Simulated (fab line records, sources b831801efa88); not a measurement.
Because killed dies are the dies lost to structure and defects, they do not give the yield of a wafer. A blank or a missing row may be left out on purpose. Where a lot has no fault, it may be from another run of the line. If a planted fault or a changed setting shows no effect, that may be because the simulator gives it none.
fab line records    flow sky130
record: lots: 6  wafers: 18  lastDay: 49
route steps=708 shown NWELL@76 PWDE@84 VT_ADJUST_HVTP@85 PAD_OPEN@708
lots untouched by any fault: they come from a run of this same line in which no faults occurred
startH: hours from the record's opening day to when the first of the lot's shown wafers began    waitH: how many hours have passed since the lot's step before this one    " identical to the entry in the row above    L1.1+2: a single row standing in for several wafers    - no value, or no start was given    * or withheld: withheld    < > ~ a bound
route shown NAME@n: NAME is a module with steps in the file, n the number in the route of the first one    usual: average and standard deviation across the fault-free wafers    same: alike in all rows    chamber/n: place in a boat    sites: per-site readings    _std_site: standard deviation across them    _edge_site: outer sites' mean less inner sites'    radiusMm: for every site, how far away it sits from the centre of the wafer    mask NAME#n: copy n    behind: the most recent tool/chamber to have shaped the wafer    hold: why the lot went on hold/how many hours it stayed there/how the hold came to an end    device: the transistor (n, p or np) that didn't switch    end of line: tests run on the same wafers once the route is complete    step lacking rows: just its recipe    killed: dies that structure and defects cost at the first sort, which is not the same as the wafer's yield    map: per-die view of a wafer (x killed, . not killed, _ where there is no die)
set.NAME: setting as actually run; set.NAME@STEP: the setting as run at that earlier step    model.NAME: the simulator's own value behind a step, which no gauge read
lots seen at some steps along the route; tables by step, rows by wafer
services: from which hour (startH, from the record's first day; less than 0 if before it) a tool's chamber was out of use, for how many hours, and why
== steps ==
step: SKY_NWELL_OVL_MEAS_23
usual: NWELL_01_OVL: 0.6/1.4
lot.wafer  tool        chamber  startH  waitH  NWELL_01_OVL[nm]
L833.3     overlay-02  -        120.11  -      -1.4
L833.5     "           -        "       "      -2.7
L833.6     "           -        "       "      -0.9
L835.2     overlay-02  -        132.94  -      -1.4
L835.4     "           -        "       "      -1.3
L835.6     "           -        "       "      -2.2
L838.2     overlay-01  -        151.79  -      1.2
L838.3     "           -        "       "      1.9
L838.6     "           -        "       "      1.8
L841.2     overlay-01  -        168.91  -      -1.8
L841.5     "           -        "       "      0.3
L841.6     "           -        "       "      -0.1
L843.1     overlay-02  -        180.05  -      0.8
L843.3     "           -        "       "      -0.2
L843.5     "           -        "       "      -0.3
L846.1     overlay-01  -        201.05  -      -0.6
L846.4     "           -        "       "      0.1
L846.6     "           -        "       "      1.8
step: SKY_NWELL_IMPLANT_24
recipe: species: B  energyKev: 140  doseCm2: 9.2e+12  tiltDeg: withheld
step: SKY_NWELL_STRIP_25
recipe: chemistry: O2/N2  powerW: 1400  pressureMtorr: 1500  platenTempC: withheld  o2FlowSccm: 3000  n2FlowSccm: 300  overashFraction: 0.5
usual: chamberPressureMTorr: 1500.0/1.4  drypumpMotorCurrentA: 5.7/0.48  o2FlowSccm: 2999/7.9  oesProductAu: 0.723/0.0046  stripTimeToEndpointS: 36.95/0.1
lot.wafer  tool            chamber  startH  waitH  chamberPressureMTorr  drypumpMotorCurrentA  o2FlowSccm  oesProductAu  rfHoursCounterH  stripTimeToEndpointS
L833.3     plasmaAsher-01  0        120.32  0.1    1502.3                6.2                   3003        0.715         -                36.96
L833.5     "               0        "       "      1501.5                6.2                   3007        0.718         -                37.10
L833.6     "               1        "       "      1500.0                5.6                   2982        0.725         -                36.93
L835.2     plasmaAsher-01  1        133.12  0.1    1497.8                5.6                   3009        0.729         32               36.83
L835.4     "               0        "       "      1501.9                6.2                   2999        0.720         -                36.88
L835.6     "               1        "       "      1501.7                5.6                   2995        0.728         -                36.78
L838.2     plasmaAsher-03  0        151.97  0.1    1498.4                5.6                   3002        0.727         47               36.93
L838.3     "               0        "       "      1500.8                5.6                   2994        0.725         -                37.02
L838.6     "               0        "       "      1500.2                5.6                   3011        0.714         -                36.93
L841.2     plasmaAsher-04  0        169.09  0.1    1501.9                5.9                   3015        0.724         49               36.98
L841.5     "               0        "       "      1499.0                5.9                   2990        0.726         -                37.12
L841.6     "               1        "       "      1499.8                4.9                   3002        0.728         -                36.87
L843.1     plasmaAsher-03  0        180.24  0.1    1498.5                5.6                   2998        0.716         50               36.97
L843.3     "               0        "       "      1499.0                5.5                   2998        0.721         -                36.99
L843.5     "               1        "       "      1500.2                6.3                   2991        0.724         -                37.02
L846.1     plasmaAsher-04  0        201.24  0.1    1499.8                5.8                   2998        0.726         52               37.18
L846.4     "               0        "       "      1499.9                5.8                   2991        0.716         -                37.12
L846.6     "               1        "       "      1498.0                4.9                   2993        0.721         -                37.02
step: SKY_NWELL_TW_MEAS_26
usual: NWELL_2_TW: 495/5.4
lot.wafer  tool          chamber  startH  waitH  NWELL_2_TW
L833.3     filmMetro-03  -        120.40  0.1    484
L833.5     "             -        "       "      485
L833.6     "             -        "       "      486
L835.2     filmMetro-02  -        133.23  0.1    494
L835.4     "             -        "       "      493
L835.6     "             -        "       "      495
L838.2     filmMetro-04  -        152.08  0.1    503
L838.3     "             -        "       "      506
L838.6     "             -        "       "      506
L841.2     filmMetro-03  -        169.20  0.1    493
L841.5     "             -        "       "      491
L841.6     "             -        "       "      495
L843.1     filmMetro-03  -        180.34  0.1    492
L843.3     "             -        "       "      490
L843.5     "             -        "       "      493
L846.1     filmMetro-02  -        201.34  0.1    498
L846.4     "             -        "       "      498
L846.6     "             -        "       "      497
step: SKY_NWELL_CLEAN_27
recipe: chemistry: SC1/SC2  mix: 1:4:20  tempC: 70  timeS: 150  dry: n2Spin
step: SKY_NWELL_RTA_28
recipe: tempC: 1050  timeS: 30  idleTempC: 650  rampUpCPerS: 150  rampDownCPerS: 90  ambient: N2
usual: chamberO2Ppm: 1.997/0.023  lampPowerPct: 25.31/0.052  wafer_temp_C_max: 1054.7/0.95
lot.wafer  tool          chamber  startH  waitH  chamberO2Ppm  lampPowerPct  wafer_temp_C_max
L833.3     rtpAnneal-02  0        120.53  0.0    2.047         25.30         1054.6
L833.5     "             0        "       "      2.014         25.37         1056.1
L833.6     "             0        "       "      1.974         25.27         1055.5
L835.2     rtpAnneal-01  0        133.35  0.0    2.003         25.39         1055.1
L835.4     "             0        "       "      1.952         25.28         1053.1
L835.6     "             0        "       "      1.968         25.27         1054.8
L838.2     rtpAnneal-02  0        152.20  0.0    1.979         25.28         1054.9
L838.3     "             0        "       "      1.962         25.25         1053.9
L838.6     "             0        "       "      2.005         25.31         1054.2
L841.2     rtpAnneal-02  0        169.32  0.0    1.983         25.30         1054.5
L841.5     "             0        "       "      2.019         25.44         1054.7
L841.6     "             0        "       "      1.972         25.42         1053.6
L843.1     rtpAnneal-01  0        180.74  0.0    2.013         25.27         1054.2
L843.3     "             0        "       "      2.040         25.18         1057.0
L843.5     "             0        "       "      2.001         25.23         1054.6
L846.1     rtpAnneal-01  0        201.45  0.0    1.944         25.34         1053.3
L846.4     "             0        "       "      1.942         25.31         1054.9
L846.6     "             0        "       "      1.992         25.27         1055.7
step: SKY_NWELL_RS_MEAS_29
recipe: thkMeasGauge: four-point-probe
usual: NWELL_RS: 622.4/1.6
lot.wafer  tool          chamber  startH  waitH  NWELL_RS[ohm/sq]
L833.3     filmMetro-03  -        120.63  0.1    620.4
L833.5     "             -        "       "      621.7
L833.6     "             -        "       "      622.0
L835.2     filmMetro-04  -        133.45  0.1    622.2
L835.4     "             -        "       "      624.2
L835.6     "             -        "       "      622.6
L838.2     filmMetro-03  -        152.30  0.1    620.5
L838.3     "             -        "       "      620.1
L838.6     "             -        "       "      619.4
L841.2     filmMetro-02  -        169.42  0.1    624.0
L841.5     "             -        "       "      621.7
L841.6     "             -        "       "      622.9
L843.1     filmMetro-03  -        180.84  0.1    622.3
L843.3     "             -        "       "      621.7
L843.5     "             -        "       "      624.3
L846.1     filmMetro-04  -        201.55  0.1    624.3
L846.4     "             -        "       "      622.8
L846.6     "             -        "       "      621.1
step: SKY_NWELL_RS_MEAS_31
recipe: thkMeasGauge: four-point-probe
usual: PWDE_RS: 5270/18
lot.wafer  tool          chamber  startH  waitH  PWDE_RS[ohm/sq]
L833.3     filmMetro-03  -        120.87  0.1    5276
L833.5     "             -        "       "      5270
L833.6     "             -        "       "      5278
L835.2     filmMetro-04  -        133.69  0.1    5283
L835.4     "             -        "       "      5283
L835.6     "             -        "       "      5271
L838.2     filmMetro-03  -        152.54  0.1    5265
L838.3     "             -        "       "      5260
L838.6     "             -        "       "      5244
L841.2     filmMetro-02  -        169.66  0.1    5252
L841.5     "             -        "       "      5258
L841.6     "             -        "       "      5252
L843.1     filmMetro-03  -        181.08  0.1    5274
L843.3     "             -        "       "      5269
L843.5     "             -        "       "      5295
L846.1     filmMetro-04  -        201.79  0.1    5266
L846.4     "             -        "       "      5261
L846.6     "             -        "       "      5270
step: SKY_VT_ADJUST_HVTP_DEHYDRATE_00
recipe: tempC: 200  timeS: 60
step: SKY_VT_ADJUST_HVTP_HMDS_01
recipe: primeTimeS: 60  primeTempC: 120
step: SKY_VT_ADJUST_HVTP_COAT_02
recipe: resist: NOVOLAK  spinRpm: 3000  resistThkNm: 1140
step: SKY_VT_ADJUST_HVTP_SOFTBAKE_03
recipe: tempC: 90  timeS: 60  resist: NOVOLAK
usual: chillPlateTempC: 23.01/0.11  heaterPowerTotalW: 56.60/0.046  plateTempC: 90.04/0.14
lot.wafer  tool           chamber  startH  waitH  chillPlateTempC  heaterPowerTotalW  plateTempC
L833.3     lithoTrack-03  0        129.77  0.1    22.94            56.62              90.01
L833.5     "              0        "       "      22.99            56.54              90.07
L833.6     "              0        "       "      23.04            56.60              90.03
L835.2     lithoTrack-02  0        143.26  0.1    22.99            56.55              90.20
L835.4     "              0        "       "      22.93            56.65              90.14
L835.6     "              0        "       "      22.90            56.58              90.19
L838.2     lithoTrack-03  0        162.00  0.1    23.04            54.86              87.92
L838.3     "              0        "       "      23.07            54.82              88.28
L838.6     "              0        "       "      23.10            54.92              87.99
L841.2     lithoTrack-03  0        179.55  0.1    22.92            54.86              87.78
L841.5     "              0        "       "      22.97            54.86              87.89
L841.6     "              0        "       "      22.95            54.76              88.03
L843.1     lithoTrack-02  0        191.19  0.1    22.99            56.68              90.06
L843.3     "              0        "       "      23.10            56.61              89.98
L843.5     "              0        "       "      23.15            56.68              90.16
L846.1     lithoTrack-01  0        212.10  0.1    23.12            56.52              90.02
L846.4     "              0        "       "      23.11            56.63              90.11
L846.6     "              0        "       "      23.21            56.58              90.03
step: SKY_VT_ADJUST_HVTP_EXPOSE_04
recipe: maskId: HVTPM  na: 0.6  sourceShape: conventional  sigmaOuter: 0.6  polarization: unpolarized  targetCdNm: 380  doseMj: 140
step: SKY_VT_ADJUST_HVTP_PEB_05
recipe: tempC: withheld  timeS: *  resist: NOVOLAK
step: SKY_VT_ADJUST_HVTP_DEVELOP_06
recipe: resist: NOVOLAK  developer: TMAH  developTimeS: 60  devTempC: 23
usual: chillPlateTempC: 23.00/0.1
lot.wafer  tool           chamber  startH  waitH  chillPlateTempC  model.NOVOLAK_of_VT_ADJUST_HVTP_COAT_02.thkNm
L833.3     lithoTrack-01  0        140.15  0.1    22.96            1139
L833.5     "              0        "       "      22.92            1137
L833.6     "              0        "       "      22.97            1138
L835.2     lithoTrack-02  0        152.76  0.1    22.96            1140
L835.4     "              0        "       "      23.00            1136
L835.6     "              0        "       "      23.10            1139
L838.2     lithoTrack-01  0        171.88  0.1    23.13            1147
L838.3     "              0        "       "      23.06            1150
L838.6     "              0        "       "      23.01            1145
L841.2     lithoTrack-02  0        189.31  0.1    23.12            1147
L841.5     "              0        "       "      22.90            1149
L841.6     "              0        "       "      23.01            1145
L843.1     lithoTrack-02  0        202.14  0.1    22.80            1143
L843.3     "              0        "       "      22.98            1139
L843.5     "              0        "       "      22.92            1144
L846.1     lithoTrack-03  0        223.07  0.1    23.04            1143
L846.4     "              0        "       "      22.89            1141
L846.6     "              0        "       "      23.19            1145
step: SKY_VT_ADJUST_HVTP_CD_MEAS_07
recipe: targetCdNm: 380
usual: cdNm: 379.7/2.1
lot.wafer  tool      chamber  startH  waitH  cdNm
L833.3     cdSem-02  -        140.29  0.1    381.5
L833.5     "         -        "       "      384.1
L833.6     "         -        "       "      383.0
L835.2     cdSem-01  -        152.91  0.1    381.1
L835.4     "         -        "       "      381.2
L835.6     "         -        "       "      382.2
L838.2     cdSem-02  -        172.02  0.1    376.2
L838.3     "         -        "       "      376.4
L838.6     "         -        "       "      376.8
L841.2     cdSem-01  -        189.46  0.1    379.9
L841.5     "         -        "       "      380.1
L841.6     "         -        "       "      378.2
L843.1     cdSem-01  -        202.29  0.1    380.6
L843.3     "         -        "       "      380.9
L843.5     "         -        "       "      379.0
L846.1     cdSem-02  -        223.22  0.1    378.4
L846.4     "         -        "       "      382.4
L846.6     "         -        "       "      382.5
step: SKY_PAD_OPEN_PROBE_99
usual: killed_at_M0_to_M3: 45/7.9  killed_at_M4_up: 2.9/1.8  killedAtContacts: 25/5.5  killedAtFrontEnd: 16/4.4  killedAtOther: 0.3/0.58  killedDies: 89/9.4  killedOpen: 49/6.8  killedShort: 40/6.3
same: grossDies: 492  killedAtBackSide: 0
lot.wafer  tool       chamber  startH   waitH  killed_at_M0_to_M3  killed_at_M4_up  killedAtContacts  killedAtFrontEnd  killedAtOther  killedDies  killedOpen  killedShort
L833.3     prober-01  -        1101.46  0.2    42                  1                19                11                0              73          40          33
L833.5     prober-01  -        1101.56  0.2    40                  1                22                10                0              73          39          34
L833.6     prober-01  -        1101.61  0.2    48                  4                24                18                1              95          58          37
L835.2     prober-02  -        1102.92  0.1    49                  5                27                11                0              92          54          38
L835.4     prober-02  -        1103.02  0.2    39                  6                26                8                 0              79          43          36
L835.6     prober-02  -        1103.12  0.2    37                  1                15                25                0              78          41          37
L838.2     prober-02  -        1125.18  0.1    33                  2                38                21                0              94          52          42
L838.3     prober-02  -        1125.23  0.2    45                  5                40                15                0              105         58          46
L838.6     prober-02  -        1125.38  0.2    40                  3                35                11                0              89          43          44
L841.2     prober-02  -        1137.81  0.1    28                  3                27                13                1              72          39          33
L841.5     prober-02  -        1137.96  0.2    52                  4                21                7                 0              84          46          38
L841.6     prober-02  -        1138.01  0.2    33                  4                18                21                2              78          41          37
L843.1     prober-01  -        1151.44  0.1    41                  5                31                21                0              98          53          45
L843.3     prober-01  -        1151.54  0.2    41                  1                27                25                0              94          57          35
L843.5     prober-01  -        1151.64  0.2    33                  4                28                17                0              82          41          40
L846.1     prober-02  -        1166.79  0.1    32                  7                26                16                1              82          46          35
L846.4     prober-02  -        1166.94  0.2    38                  0                12                16                1              67          48          19
L846.6     prober-02  -        1167.04  0.2    35                  3                25                10                0              73          40          33
killed by level:class
L833.3 CONTACT:geometricParticle:open=9 METAL1:geometricParticle:short=8 VIA1:geometricParticle:open=8 VIA3:geometricParticle:open=6 METAL3:geometricParticle:short=5 LI_CONTACT:geometricParticle:open=5 METAL2:geometricParticle:short=4 FIELD_ISO:geometricParticle:short=3
L833.5 LOCAL_INTERCONNECT:geometricParticle:short=8 VIA1:geometricParticle:open=8 CONTACT:geometricParticle:open=7 VIA3:geometricParticle:open=7 METAL1:geometricParticle:short=6 VIA2:geometricParticle:open=6 LI_CONTACT:geometricParticle:open=4 METAL2:geometricParticle:short=4
L833.6 VIA2:geometricParticle:open=14 CONTACT:geometricParticle:open=11 LI_CONTACT:geometricParticle:open=8 VIA1:geometricParticle:open=8 VIA3:geometricParticle:open=7 METAL2:geometricParticle:short=6 VIA1:geometricParticle:short=5 FIELD_ISO:geometricParticle:open=4
L835.2 CONTACT:geometricParticle:open=13 VIA2:geometricParticle:open=13 VIA1:geometricParticle:open=6 LOCAL_INTERCONNECT:geometricParticle:short=5 VIA2:geometricParticle:short=5 VIA3:geometricParticle:open=5 POLY_GATE:geometricParticle:open=4 METAL3:geometricParticle:short=4
L835.4 VIA2:geometricParticle:open=9 VIA1:geometricParticle:open=8 CONTACT:geometricParticle:open=8 CONTACT:geometricParticle:short=7 METAL1:geometricParticle:short=5 VIA3:geometricParticle:open=5 METAL4:geometricParticle:short=5 LOCAL_INTERCONNECT:geometricParticle:short=4
L835.6 METAL2:geometricParticle:short=10 CONTACT:geometricParticle:open=8 FIELD_ISO:geometricParticle:open=7 VIA1:geometricParticle:open=7 POLY_GATE:geometricParticle:short=4 POLY_GATE:geometricParticle:open=4 SPACER:geometricParticle:short=4 VIA3:geometricParticle:short=4
L838.2 CONTACT:geometricParticle:open=11 LI_CONTACT:geometricParticle:open=10 LOCAL_INTERCONNECT:geometricParticle:short=8 VIA1:geometricParticle:open=8 CONTACT:geometricParticle:short=6 VIA3:geometricParticle:open=6 FIELD_ISO:geometricParticle:short=5 METAL2:geometricParticle:short=5
L838.3 VIA1:geometricParticle:open=16 LI_CONTACT:geometricParticle:open=11 CONTACT:geometricParticle:short=10 CONTACT:geometricParticle:open=9 LOCAL_INTERCONNECT:geometricParticle:short=6 VIA3:geometricParticle:open=6 METAL2:geometricParticle:short=5 LI_CONTACT:geometricParticle:short=4
L838.6 CONTACT:geometricParticle:open=11 CONTACT:geometricParticle:short=10 LI_CONTACT:geometricParticle:open=9 METAL2:geometricParticle:short=9 VIA2:geometricParticle:open=6 VIA1:geometricParticle:open=5 VIA3:geometricParticle:open=5 FIELD_ISO:geometricParticle:short=4
L841.2 CONTACT:geometricParticle:open=11 LI_CONTACT:geometricParticle:open=8 VIA1:geometricParticle:open=6 METAL1:geometricParticle:short=5 VIA2:geometricParticle:open=4 VIA1:geometricParticle:short=4 POLY_CUT:geometricParticle:open=3 LI_CONTACT:geometricParticle:short=3
L841.5 LI_CONTACT:geometricParticle:open=12 VIA2:geometricParticle:open=10 VIA1:geometricParticle:open=8 METAL2:geometricParticle:short=8 VIA1:geometricParticle:short=7 METAL3:geometricParticle:short=5 VIA3:geometricParticle:open=5 LI_CONTACT:geometricParticle:short=3
L841.6 VIA1:geometricParticle:open=11 FIELD_ISO:geometricParticle:open=7 LI_CONTACT:geometricParticle:open=7 VIA1:geometricParticle:short=5 LOCAL_INTERCONNECT:geometricParticle:short=4 METAL2:geometricParticle:short=4 FIELD_ISO:geometricParticle:short=3 SONOS_ONO:geometricParticle:short=3
L843.1 CONTACT:geometricParticle:open=11 VIA1:geometricParticle:open=9 FIELD_ISO:geometricParticle:open=8 LI_CONTACT:geometricParticle:open=7 VIA2:geometricParticle:open=6 CONTACT:geometricParticle:short=6 METAL1:geometricParticle:short=5 METAL2:geometricParticle:short=5
L843.3 CONTACT:geometricParticle:open=12 LI_CONTACT:geometricParticle:open=9 FIELD_ISO:geometricParticle:open=8 VIA3:geometricParticle:open=8 FIELD_ISO:geometricParticle:short=7 METAL1:geometricParticle:short=7 VIA1:geometricParticle:short=7 METAL2:geometricParticle:short=6
L843.5 CONTACT:geometricParticle:open=8 FIELD_ISO:geometricParticle:open=6 LI_CONTACT:geometricParticle:open=6 LOCAL_INTERCONNECT:geometricParticle:short=6 VIA2:geometricParticle:open=6 METAL2:geometricParticle:short=5 CONTACT:geometricParticle:short=4 LI_CONTACT:geometricParticle:short=4
L846.1 CONTACT:geometricParticle:open=10 VIA1:geometricParticle:open=10 METAL1:geometricParticle:short=8 FIELD_ISO:geometricParticle:short=6 LI_CONTACT:geometricParticle:open=6 FIELD_ISO:geometricParticle:open=5 LI_CONTACT:geometricParticle:short=4 METAL4:geometricParticle:short=3
L846.4 VIA2:geometricParticle:open=11 VIA1:geometricParticle:open=9 CONTACT:geometricParticle:open=6 FIELD_ISO:geometricParticle:open=5 VIA3:geometricParticle:open=5 SPACER:geometricParticle:open=4 METAL1:geometricParticle:short=4 POLY_GATE:geometricParticle:open=3
L846.6 VIA1:geometricParticle:open=10 LI_CONTACT:geometricParticle:open=10 CONTACT:geometricParticle:open=9 METAL1:geometricParticle:short=6 FIELD_ISO:geometricParticle:open=4 VIA1:geometricParticle:short=4 VIA2:geometricParticle:short=4 FIELD_ISO:geometricParticle:short=3
== services ==
tool            chamber  startH  hours  kind
plasmaAsher-01  -        143.17  5.7    repair
plasmaAsher-01  -        149.24  7.1    repair
plasmaAsher-01  -        210.37  3.9    repair
plasmaAsher-03  -        214.46  12.2   repair
== key ==
firstSign: step: SKY_VT_ADJUST_HVTP_SOFTBAKE_03  reading: heaterPowerTotalW  direction: down  sigmas: 38  usual: *  struck: *
effect: step: SKY_VT_ADJUST_HVTP_SOFTBAKE_03  reading: plateTempC  direction: down  sigmas: 15  usual: *  struck: *
modelEffect: step: SKY_VT_ADJUST_HVTP_DEVELOP_06  value: NOVOLAK_of_VT_ADJUST_HVTP_COAT_02.thkNm  without: 1141  struck: 1147
metAt SKY_VT_ADJUST_HVTP_SOFTBAKE_03
struckWafers L838.2,L838.3,L838.6,L841.2,L841.5,L841.6
testerLeftOut L838,L841
loopTrim: step: SKY_VT_ADJUST_HVTP_EXPOSE_04  setting: dose  lots: L841
onsetBetween 129.77 162.00
fault: kind: processParameterDrift  tool: lithoTrack-03  chamber: -  onsetH: 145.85  steps: SKY_VT_ADJUST_HVTP_SOFTBAKE_03  channel: tempC  offset: *  shape: step  endH: 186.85  actsIn: *  stated: *
testerLeftOut: of these lots the tester's yield and bins aren't shown, on N5 and GAA mostly nor the transistor test; their killed dies are dies lost to structure and defects alone, not to doping, threshold or leakage, so they don't give the yield
loopTrim: a control loop set the setting to another value than it would have without faults
